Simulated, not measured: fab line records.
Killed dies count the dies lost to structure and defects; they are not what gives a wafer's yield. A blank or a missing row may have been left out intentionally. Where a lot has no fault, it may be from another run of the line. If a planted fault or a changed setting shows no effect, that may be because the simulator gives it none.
Matching of chambers + flow gf180mcu + rie diel-01 running GF_V2_ETCH_17: 4 sister chambers
The step etches SiO2 in C4F8/O2/Ar, stops on TiN, target depth 630 nm. 16 wafers are shown with their chamber, then 8 later ones without.

WAFERS, EACH WITH ITS CHAMBER
| wafer  | chamber | bias w (W) | oes product au (a.u.) |
|--------|---------|------------|-----------------------|
| L896.3 | 3       | 1198       | 0.858                 |
| L896.5 | 0       | 1198       | 0.851                 |
| L896.6 | 3       | 1202       | 0.847                 |
| L898.3 | 1       | 1205       | 0.856                 |
| L898.4 | 3       | 1200       | 0.850                 |
| L898.6 | 3       | 1199       | 0.859                 |
| L899.2 | 3       | 1201       | 0.853                 |
| L899.3 | 1       | 1202       | 0.850                 |
| L899.6 | 2       | 1201       | 0.853                 |
| L912.1 | 1       | 1202       | 0.848                 |
| L912.2 | 3       | 1200       | 0.864                 |
| L912.3 | 0       | 1201       | 0.860                 |
| L914.1 | 3       | 1199       | 0.859                 |
| L914.2 | 1       | 1206       | 0.852                 |
| L914.6 | 2       | 1201       | 0.861                 |
| L915.1 | 2       | 1199       | 0.855                 |

SIGNATURES, as means of the wafers listed above
| reading        | chamber 0 | chamber 1 | chamber 2 | chamber 3 | scatter within a chamber |
|----------------|-----------|-----------|-----------|-----------|--------------------------|
| bias w         | 1199.50   | 1203.75   | 1200.33   | 1199.86   | 1.6                      |
| oes product au | 0.85550   | 0.85150   | 0.85633   | 0.85571   | 0.00518                  |
Rule: for each reading, subtract the chamber's mean from the wafer's reading, divide by that reading's scatter and square the result; add these up over the readings and take the root, which gives the wafer's distance from the chamber. The wafer belongs to the nearest chamber; if the next one is less than 2 further off, it can't be placed. The scatter is the square root of a quotient: the sum, over the shown wafers, of each reading's squared deviation from its chamber's mean, divided by wafers minus chambers.

WAFERS WITH NO CHAMBER GIVEN
| wafer  | bias w (W) | oes product au (a.u.) |
|--------|------------|-----------------------|
| L915.2 | 1196       | 0.864                 |
| L915.6 | 1205       | 0.864                 |
| L916.1 | 1200       | 0.853                 |
| L916.2 | 1202       | 0.849                 |
| L916.3 | 1201       | 0.860                 |
| L918.1 | 1198       | 0.852                 |
| L918.3 | 1201       | 0.856                 |
| L918.4 | 1196       | 0.853                 |

WHICH CHAMBER EACH WENT THROUGH
| wafer  | from the rows above               | in truth |
|--------|-----------------------------------|----------|
| L915.2 | can't be placed: 0 or 3 or 2      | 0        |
| L915.6 | can't be placed: 1 or 2 or 3 or 0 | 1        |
| L916.1 | can't be placed: 3 or 0 or 2 or 1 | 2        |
| L916.2 | can't be placed: 1 or 2 or 3 or 0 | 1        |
| L916.3 | can't be placed: 2 or 3 or 0 or 1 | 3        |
| L918.1 | can't be placed: 0 or 3 or 2      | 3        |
| L918.3 | can't be placed: 2 or 3 or 0 or 1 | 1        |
| L918.4 | can't be placed: 0 or 3 or 2      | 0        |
0 of 8 placed correctly. Cannot be placed on the basis of these rows: 8; the candidates contain the true chamber in 8. Placed wrongly: 0.
